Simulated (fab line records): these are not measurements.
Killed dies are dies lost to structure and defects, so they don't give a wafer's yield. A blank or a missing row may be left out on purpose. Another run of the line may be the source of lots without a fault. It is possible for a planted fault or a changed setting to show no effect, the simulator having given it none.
Which tool is to blame? :: flow sky130 :: Sampling: 11 lots, 31 wafers, 2 of 708 route steps

== WHAT THE GAUGES SHOWED, per wafer ==
SKY_FIELD_ISO_THK_MEAS_04.
lot: L102
measured: day 1 16:46
on: film-metro-04
FIELD_ISO_CVD_03_THK (nm): 164.7 166.4 165.9

lot: L103
measured: day 1 20:49
on: film-metro-02
FIELD_ISO_CVD_03_THK (nm): 164.9 164.8 164.7

lot: L105
measured: day 2 04:56
on: film-metro-01
FIELD_ISO_CVD_03_THK (nm): 163.2 164.8 164.4

lot: L106
measured: day 2 09:31
on: film-metro-01
FIELD_ISO_CVD_03_THK (nm): 164.9 165.0 165.1

lot: L108
measured: day 2 19:32
on: film-metro-02
FIELD_ISO_CVD_03_THK (nm): 164.3 164.4 162.2

lot: L112
measured: day 3 23:28
on: film-metro-04
FIELD_ISO_CVD_03_THK (nm): 163.5 164.4

lot: L115
measured: day 4 07:52
on: film-metro-04
FIELD_ISO_CVD_03_THK (nm): 162.9 163.0

lot: L119
measured: day 5 03:02
on: film-metro-02
FIELD_ISO_CVD_03_THK (nm): 163.0 163.5 162.0

lot: L122
measured: day 5 19:47
on: film-metro-04
FIELD_ISO_CVD_03_THK (nm): 164.0 164.6 163.7

lot: L123
measured: day 5 23:07
on: film-metro-04
FIELD_ISO_CVD_03_THK (nm): 164.0 164.4 163.9

lot: L124
measured: day 6 03:53
on: film-metro-02
FIELD_ISO_CVD_03_THK (nm): 163.8 163.7 162.2

SKY_GATE_OXIDE_THK_MEAS_02.
lot: L102
measured: day 13 02:50
on: film-metro-02
GATE_OXIDE_OXIDATION_00_THK (nm): 10.21 10.39 10.25

lot: L103
measured: day 13 17:40
on: film-metro-03
GATE_OXIDE_OXIDATION_00_THK (nm): 10.08 10.10 10.07

lot: L105
measured: day 13 21:19
on: film-metro-02
GATE_OXIDE_OXIDATION_00_THK (nm): 10.30 10.34 10.20

lot: L106
measured: day 14 15:14
on: film-metro-02
GATE_OXIDE_OXIDATION_00_THK (nm): 9.78 9.67 9.59

lot: L108
measured: day 15 08:09
on: film-metro-04
GATE_OXIDE_OXIDATION_00_THK (nm): 10.41 10.22 10.27

lot: L112
measured: day 17 02:28
on: film-metro-03
GATE_OXIDE_OXIDATION_00_THK (nm): 10.48 10.35

lot: L115
measured: day 17 10:34
on: film-metro-02
GATE_OXIDE_OXIDATION_00_THK (nm): 10.45 10.31

lot: L119
measured: day 18 11:51
on: film-metro-02
GATE_OXIDE_OXIDATION_00_THK (nm): 10.69 10.64 10.64

lot: L122
measured: day 19 14:57
on: film-metro-02
GATE_OXIDE_OXIDATION_00_THK (nm): 10.61 10.59 10.66

lot: L123
measured: day 19 20:05
on: film-metro-02
GATE_OXIDE_OXIDATION_00_THK (nm): 10.53 10.54 10.47

lot: L124
measured: day 20 00:29
on: film-metro-02
GATE_OXIDE_OXIDATION_00_THK (nm): 10.23 10.59 10.46

== WHICH TOOL RAN EACH LOT (tool, then ch and the chambers of the sampled wafers, then the start) ==
The record holds no process step before these readings.

== AS READ BY THE TOOLS THEMSELVES (means over the sampled wafers that have a number; for cases with no such wafer, the mark the record gives instead) ==
The record holds no such reading with a usual standard deviation.

== THE ANSWER, worked out from the rows above alone ==
Rule: what is usual is taken from the lots themselves. The widest of any qualifying gaps counts: lots, ordered by their means at a reading, are off when they make up no more than a third of the lots, leave a main group of 4 or more, and stand apart from it by 3 or more times the standard deviation of that group's means. If all means in a main group match to the digits the tables above print for the reading, that group is not used. Also off: a lot with no number at a reading for which 4 or more lots have one. Where the step has rows for the other lots, those lots are counted as sound. First the gauges in route order, then the tools' own readings, where a lot's mean is used as printed above. The first step at which some lot is off is used, and at that step the reading that is off furthest; a lot without a number counts as furthest.
Nothing can be told from this: no lot is off at any reading shown.

== WHAT THE SIMULATOR PUT IN ==
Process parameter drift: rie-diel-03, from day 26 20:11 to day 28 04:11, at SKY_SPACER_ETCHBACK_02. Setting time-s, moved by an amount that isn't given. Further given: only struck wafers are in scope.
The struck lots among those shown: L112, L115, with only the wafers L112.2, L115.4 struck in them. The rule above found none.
